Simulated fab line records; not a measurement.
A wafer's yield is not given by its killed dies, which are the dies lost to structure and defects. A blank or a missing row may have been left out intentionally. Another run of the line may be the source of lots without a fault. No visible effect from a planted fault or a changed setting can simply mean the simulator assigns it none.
fab line records ; flow sky130
record lots=15; wafers=45; last_day=50
route steps=708 shown NWELL@67 PWDE@84
lots that met no fault: from a run of the same line without faults
start_h: hours from the record's first day to the start of the lot's first wafer shown ; wait_h: time in hours since the lot's previous step ; " identical to the entry in the row above ; L1.1+2: one row covering several wafers at once ; - either no value or no given start ; * or withheld: withheld ; < > ~ a bound
route shown NAME@n: a module of which the file shows steps, and the number in the route of the first ; usual: mean and standard deviation over wafers with no fault ; same: alike in all rows ; chamber/n: place in a boat ; sites: per-site readings ; _std_site: standard deviation across them ; _edge_site: outer sites' mean less inner sites' ; radius_mm: for every site, how far away it sits from the centre of the wafer ; mask NAME#n: copy n ; behind: the most recent tool/chamber to have shaped the wafer ; hold: cause of the lot's hold/its duration in hours/its outcome ; device: the n, p or np transistor that did not switch ; end of line: tests of these same wafers at the route's end ; step lacking rows: just its recipe ; killed: the dies lost at the first sort to structure and to defects; this is not the yield of the wafer ; map: per-die view of a wafer (x killed, . not killed, _ where there is no die)
set.NAME: the run value of the setting; set.NAME@STEP: its run value at that earlier step ; model.NAME: the simulator's own value behind a step, which no gauge read
one table for each step of the route and one row for each wafer, over a sample of lots
services: when a tool's chamber went out of use (start_h, in hours from the record's first day, below 0 if earlier), for how many hours, and the reason
## steps
# step SKY_NWELL_STRIP_14
# recipe chemistry=O2/N2; power_w=1400; pressure_mtorr=1500; platen_temp_c=withheld; o2_flow_sccm=3000; n2_flow_sccm=300; overash_fraction=0.5
# usual chamber_pressure_mTorr=1500.0/1.5; drypump_motor_current_A=5.8/0.56; o2_flow_sccm=2998/9.3; oes_product_au=0.723/0.0048; overash_fraction=0.5/0; strip_time_to_endpoint_s=36.93/0.1
lot.wafer;tool;chamber;start_h;wait_h;chamber_pressure_mTorr;drypump_motor_current_A;o2_flow_sccm;oes_product_au;overash_fraction;rf_hours_counter_h;strip_time_to_endpoint_s
L862.1;plasma_asher-01;1;89.73;0.1;1500.0;6.1;3005;0.726;0.5;27;37.11
L862.4;plasma_asher-01;1;89.73;0.1;1500.0;6.0;3008;0.719;0.5;-;36.91
L862.6;plasma_asher-01;0;89.73;0.1;1497.3;4.9;2997;0.725;0.5;-;36.95
L864.1;plasma_asher-03;0;104.19;0.1;1500.4;6.0;2996;0.717;0.5;42;36.82
L864.2;plasma_asher-03;1;104.19;0.1;1500.5;5.9;2998;0.720;0.5;42;36.72
L864.5;plasma_asher-03;0;104.19;0.1;1502.0;6.0;2988;0.722;0.5;-;36.81
L865.2;plasma_asher-04;1;105.84;0.1;1498.9;5.3;3008;0.718;0.5;44;36.83
L865.5;plasma_asher-04;1;105.84;0.1;1498.2;5.3;3007;0.718;0.5;-;36.88
L865.6;plasma_asher-04;0;105.84;0.1;1501.0;6.6;2995;0.720;0.5;-;36.98
L866.1;plasma_asher-03;0;117.68;0.1;1500.0;6.1;3006;0.719;0.5;44;36.83
L866.2;plasma_asher-03;1;117.68;0.1;1496.6;5.9;2990;0.719;0.5;44;37.00
L866.4;plasma_asher-03;0;117.68;0.1;1501.8;6.0;3006;0.730;0.5;-;36.91
L867.1;plasma_asher-01;1;122.11;0.1;1498.9;6.1;3017;0.720;0.5;30;36.82
L867.3;plasma_asher-01;1;122.11;0.1;1501.1;6.1;3010;0.724;0.5;-;36.86
L867.4;plasma_asher-01;0;122.11;0.1;1502.4;4.9;3004;0.718;0.5;-;36.93
L869.2;plasma_asher-03;0;131.98;0.1;1499.2;6.0;2982;0.721;0.5;45;37.02
L869.5;plasma_asher-03;0;131.98;0.1;1501.7;6.1;2997;0.722;0.5;-;36.97
L869.6;plasma_asher-03;1;131.98;0.1;1498.3;5.9;3000;0.725;0.5;-;37.09
L871.2;plasma_asher-04;1;141.79;0.1;1497.6;5.3;2995;0.724;0.5;2;36.97
L871.4;plasma_asher-04;1;141.79;0.1;1500.7;5.3;3003;0.724;0.5;-;36.89
L871.5;plasma_asher-04;1;141.79;0.1;1500.4;5.3;2996;0.720;0.5;-;37.01
L873.1;plasma_asher-01;1;154.53;0.1;1501.0;6.1;3011;0.676;0.7;33;36.97
L873.2;plasma_asher-01;0;154.53;0.1;1498.8;4.9;2989;0.657;0.7;33;36.93
L873.6;plasma_asher-01;1;154.53;0.1;1501.9;6.1;3004;0.658;0.7;-;36.96
L875.3;plasma_asher-01;0;169.02;0.1;1501.1;4.9;2992;0.669;0.7;-;37.18
L875.5;plasma_asher-01;0;169.02;0.1;1499.4;4.9;2992;0.661;0.7;-;36.91
L875.6;plasma_asher-01;1;169.02;0.1;1498.3;6.1;2989;0.669;0.7;-;37.15
L876.1;plasma_asher-01;1;177.16;0.1;1502.4;6.1;3000;0.660;0.7;35;36.91
L876.2;plasma_asher-01;0;177.16;0.1;1498.0;4.9;2992;0.662;0.7;35;36.88
L876.6;plasma_asher-01;0;177.16;0.1;1499.3;4.9;2991;0.660;0.7;-;36.91
L880.1;plasma_asher-03;0;194.23;0.1;1500.7;6.0;2988;0.722;0.5;52;36.97
L880.3;plasma_asher-03;1;194.23;0.1;1501.1;5.9;3008;0.726;0.5;-;36.95
L880.4;plasma_asher-03;0;194.23;0.1;1497.3;6.1;2977;0.728;0.5;-;36.78
L881.3;plasma_asher-03;0;201.74;0.1;1498.8;6.0;3017;0.715;0.5;-;36.80
L881.5;plasma_asher-03;1;201.74;0.1;1499.7;5.9;2997;0.720;0.5;-;36.88
L881.6;plasma_asher-03;0;201.74;0.1;1501.6;6.0;3007;0.725;0.5;-;36.84
L882.1;plasma_asher-04;1;206.83;0.1;1501.6;5.3;2992;0.731;0.5;8;36.91
L882.4;plasma_asher-04;1;206.83;0.1;1498.8;5.3;2998;0.725;0.5;-;36.95
L882.6;plasma_asher-04;1;206.83;0.1;1498.4;5.3;2998;0.723;0.5;-;36.86
L883.1;plasma_asher-04;0;212.28;0.1;1500.6;6.6;2991;0.733;0.5;9;36.87
L883.3;plasma_asher-04;1;212.28;0.1;1500.3;5.3;2988;0.722;0.5;-;36.91
L883.6;plasma_asher-04;1;212.28;0.1;1495.4;5.3;2976;0.723;0.5;-;37.00
L884.2;plasma_asher-04;1;220.71;0.1;1498.7;5.3;2999;0.722;0.5;10;37.05
L884.3;plasma_asher-04;0;220.71;0.1;1500.1;6.6;3002;0.725;0.5;-;37.09
L884.4;plasma_asher-04;1;220.71;0.1;1496.9;5.3;3014;0.724;0.5;-;37.07
# step SKY_NWELL_TW_MEAS_26
# usual NWELL_2_TW=493.9/2.3
lot.wafer;tool;chamber;start_h;wait_h;NWELL_2_TW
L862.1;film_metro-01;-;107.84;0.1;494.4
L862.4;film_metro-01;-;107.84;0.1;495.2
L862.6;film_metro-01;-;107.84;0.1;494.7
L864.1;film_metro-01;-;122.36;0.1;493.2
L864.2;film_metro-01;-;122.36;0.1;494.8
L864.5;film_metro-01;-;122.36;0.1;494.7
L865.2;film_metro-03;-;124.14;0.1;496.3
L865.5;film_metro-03;-;124.14;0.1;496.7
L865.6;film_metro-03;-;124.14;0.1;493.2
L866.1;film_metro-01;-;137.08;0.1;493.2
L866.2;film_metro-01;-;137.08;0.1;493.3
L866.4;film_metro-01;-;137.08;0.1;494.8
L867.1;film_metro-01;-;141.56;0.1;494.5
L867.3;film_metro-01;-;141.56;0.1;496.8
L867.4;film_metro-01;-;141.56;0.1;497.1
L869.2;film_metro-03;-;152.36;0.1;497.4
L869.5;film_metro-03;-;152.36;0.1;497.2
L869.6;film_metro-03;-;152.36;0.1;497.1
L871.2;film_metro-01;-;161.50;0.1;495.1
L871.4;film_metro-01;-;161.50;0.1;498.2
L871.5;film_metro-01;-;161.50;0.1;494.7
L873.1;film_metro-02;-;174.29;0.1;492.1
L873.2;film_metro-02;-;174.29;0.1;495.0
L873.6;film_metro-02;-;174.29;0.1;495.6
L875.3;film_metro-01;-;190.63;0.1;494.4
L875.5;film_metro-01;-;190.63;0.1;496.3
L875.6;film_metro-01;-;190.63;0.1;496.1
L876.1;film_metro-02;-;198.13;0.1;492.8
L876.2;film_metro-02;-;198.13;0.1;488.5
L876.6;film_metro-02;-;198.13;0.1;491.7
L880.1;film_metro-03;-;216.24;0.1;494.0
L880.3;film_metro-03;-;216.24;0.1;495.2
L880.4;film_metro-03;-;216.24;0.1;494.6
L881.3;film_metro-02;-;223.86;0.1;492.0
L881.5;film_metro-02;-;223.86;0.1;491.2
L881.6;film_metro-02;-;223.86;0.1;489.7
L882.1;film_metro-02;-;229.41;0.1;489.3
L882.4;film_metro-02;-;229.41;0.1;490.3
L882.6;film_metro-02;-;229.41;0.1;491.0
L883.1;film_metro-01;-;234.49;0.1;494.6
L883.3;film_metro-01;-;234.49;0.1;497.4
L883.6;film_metro-01;-;234.49;0.1;495.1
L884.2;film_metro-01;-;244.44;0.1;496.3
L884.3;film_metro-01;-;244.44;0.1;493.2
L884.4;film_metro-01;-;244.44;0.1;495.6
# step SKY_NWELL_RTA_28
# recipe temp_c=1050; time_s=30; idle_temp_c=650; ramp_up_c_per_s=150; ramp_down_c_per_s=90; ambient=N2
# usual lamp_power_pct=25.31/0.047; wafer_temp_C_max=1054.9/1
lot.wafer;tool;chamber;start_h;wait_h;lamp_power_pct;wafer_temp_C_max
L862.1;rtp_anneal-01;0;107.95;0.0;25.23;1054.0
L862.4;rtp_anneal-01;0;107.95;0.0;25.30;1054.8
L862.6;rtp_anneal-01;0;107.95;0.0;25.34;1053.7
L864.1;rtp_anneal-02;0;122.55;0.0;25.31;1054.1
L864.2;rtp_anneal-02;0;122.55;0.0;25.31;1055.5
L864.5;rtp_anneal-02;0;122.55;0.0;25.40;1055.0
L865.2;rtp_anneal-01;0;124.26;0.0;25.32;1055.8
L865.5;rtp_anneal-01;0;124.26;0.0;25.27;1054.3
L865.6;rtp_anneal-01;0;124.26;0.0;25.31;1054.5
L866.1;rtp_anneal-02;0;137.20;0.0;25.31;1054.9
L866.2;rtp_anneal-02;0;137.20;0.0;25.40;1054.4
L866.4;rtp_anneal-02;0;137.20;0.0;25.29;1055.7
L867.1;rtp_anneal-02;0;141.67;0.0;25.25;1053.5
L867.3;rtp_anneal-02;0;141.67;0.0;25.27;1055.0
L867.4;rtp_anneal-02;0;141.67;0.0;25.28;1055.2
L869.2;rtp_anneal-01;0;152.48;0.0;25.23;1053.8
L869.5;rtp_anneal-01;0;152.48;0.0;25.34;1054.9
L869.6;rtp_anneal-01;0;152.48;0.0;25.29;1056.8
L871.2;rtp_anneal-01;0;161.62;0.0;25.29;1054.4
L871.4;rtp_anneal-01;0;161.62;0.0;25.27;1053.2
L871.5;rtp_anneal-01;0;161.62;0.0;25.31;1054.1
L873.1;rtp_anneal-02;0;174.40;0.0;25.24;1055.1
L873.2;rtp_anneal-02;0;174.40;0.0;25.29;1055.0
L873.6;rtp_anneal-02;0;174.40;0.0;25.39;1055.3
L875.3;rtp_anneal-01;0;190.76;0.0;25.32;1054.1
L875.5;rtp_anneal-01;0;190.76;0.0;25.33;1055.1
L875.6;rtp_anneal-01;0;190.76;0.0;25.22;1054.7
L876.1;rtp_anneal-01;0;198.24;0.0;25.30;1054.9
L876.2;rtp_anneal-01;0;198.24;0.0;25.35;1058.8
L876.6;rtp_anneal-01;0;198.24;0.0;25.43;1055.8
L880.1;rtp_anneal-01;0;216.35;0.0;25.35;1055.8
L880.3;rtp_anneal-01;0;216.35;0.0;25.29;1055.6
L880.4;rtp_anneal-01;0;216.35;0.0;25.24;1054.5
L881.3;rtp_anneal-02;0;223.98;0.0;25.32;1056.0
L881.5;rtp_anneal-02;0;223.98;0.0;25.31;1053.2
L881.6;rtp_anneal-02;0;223.98;0.0;25.39;1054.6
L882.1;rtp_anneal-02;0;229.52;0.0;25.30;1054.6
L882.4;rtp_anneal-02;0;229.52;0.0;25.35;1054.2
L882.6;rtp_anneal-02;0;229.52;0.0;25.25;1054.7
L883.1;rtp_anneal-01;0;234.60;0.0;25.38;1054.2
L883.3;rtp_anneal-01;0;234.60;0.0;25.32;1055.3
L883.6;rtp_anneal-01;0;234.60;0.0;25.31;1053.7
L884.2;rtp_anneal-01;0;244.58;0.0;25.36;1054.0
L884.3;rtp_anneal-01;0;244.58;0.0;25.31;1054.3
L884.4;rtp_anneal-01;0;244.58;0.0;25.36;1054.5
# step SKY_NWELL_RS_MEAS_31
# recipe thk_meas_gauge=four-point-probe
# usual PWDE_RS=5272/15
lot.wafer;tool;chamber;start_h;wait_h;PWDE_RS[ohm/sq]
L862.1;film_metro-02;-;108.29;0.1;5271
L862.4;film_metro-02;-;108.29;0.1;5286
L862.6;film_metro-02;-;108.29;0.1;5280
L864.1;film_metro-01;-;122.89;0.1;5280
L864.2;film_metro-01;-;122.89;0.1;5262
L864.5;film_metro-01;-;122.89;0.1;5277
L865.2;film_metro-02;-;124.60;0.1;5273
L865.5;film_metro-02;-;124.60;0.1;5261
L865.6;film_metro-02;-;124.60;0.1;5266
L866.1;film_metro-03;-;137.54;0.1;5255
L866.2;film_metro-03;-;137.54;0.1;5264
L866.4;film_metro-03;-;137.54;0.1;5267
L867.1;film_metro-03;-;142.01;0.1;5271
L867.3;film_metro-03;-;142.01;0.1;5270
L867.4;film_metro-03;-;142.01;0.1;5275
L869.2;film_metro-02;-;152.82;0.1;5255
L869.5;film_metro-02;-;152.82;0.1;5281
L869.6;film_metro-02;-;152.82;0.1;5260
L871.2;film_metro-02;-;161.96;0.1;5239
L871.4;film_metro-02;-;161.96;0.1;5278
L871.5;film_metro-02;-;161.96;0.1;5241
L873.1;film_metro-01;-;174.74;0.1;5268
L873.2;film_metro-01;-;174.74;0.1;5266
L873.6;film_metro-01;-;174.74;0.1;5272
L875.3;film_metro-03;-;191.11;0.1;5263
L875.5;film_metro-03;-;191.11;0.1;5279
L875.6;film_metro-03;-;191.11;0.1;5254
L876.1;film_metro-03;-;198.58;0.1;5277
L876.2;film_metro-03;-;198.58;0.1;5268
L876.6;film_metro-03;-;198.58;0.1;5241
L880.1;film_metro-02;-;216.69;0.1;5246
L880.3;film_metro-02;-;216.69;0.1;5258
L880.4;film_metro-02;-;216.69;0.1;5272
L881.3;film_metro-01;-;224.33;0.1;5276
L881.5;film_metro-01;-;224.33;0.1;5279
L881.6;film_metro-01;-;224.33;0.1;5260
L882.1;film_metro-03;-;229.86;0.1;5280
L882.4;film_metro-03;-;229.86;0.1;5289
L882.6;film_metro-03;-;229.86;0.1;5276
L883.1;film_metro-03;-;234.94;0.1;5266
L883.3;film_metro-03;-;234.94;0.1;5248
L883.6;film_metro-03;-;234.94;0.1;5278
L884.2;film_metro-01;-;245.00;0.1;5286
L884.3;film_metro-01;-;245.00;0.1;5285
L884.4;film_metro-01;-;245.00;0.1;5279
## services
tool;chamber;start_h;hours;kind
plasma_asher-01;-;103.12;1.1;repair
plasma_asher-04;-;108.75;9.0;pm
plasma_asher-04;0;108.75;9.0;vent_cycle
plasma_asher-04;1;108.75;9.0;vent_cycle
plasma_asher-04;0;117.75;-;clean
plasma_asher-04;1;117.75;-;clean
rtp_anneal-02;-;188.25;12.9;pm
## key
first_sign step=SKY_NWELL_STRIP_14; reading=overash_fraction; direction=up; sigmas=99+; usual=0.5; struck=0.7
effect step=SKY_NWELL_STRIP_14; reading=oes_product_au; direction=down; sigmas=12; usual=0.723; struck=0.664
met_at SKY_NWELL_STRIP_14
struck_lots L873,L875,L876
sort_left_out L873.1,L873.2,L873.6,L875.3,L875.5,L875.6,L876.1,L876.2,L876.6
tester_left_out L873,L875,L876
not_acting_at SKY_NWELL_TW_MEAS_26,SKY_NWELL_RTA_28,SKY_NWELL_RS_MEAS_31
onset_between 122.11 154.53
fault kind=process_parameter_drift; tool=plasma_asher-01; chamber=-; onset_h=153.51; steps=SKY_NWELL_STRIP_14; channel=overash_fraction; offset=0.2; shape=step; end_h=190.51; acts_in=these_recipes_only; stated=0.5
# tester_left_out: of these lots the tester's yield and bins aren't shown, on N5 and GAA mostly nor the transistor test; their killed dies are dies lost to structure and defects alone, not to doping, threshold or leakage, so they don't give the yield
# sort_left_out: the simulated sort isn't trusted on such a fault, so these wafers' sort isn't shown, and their yield isn't known
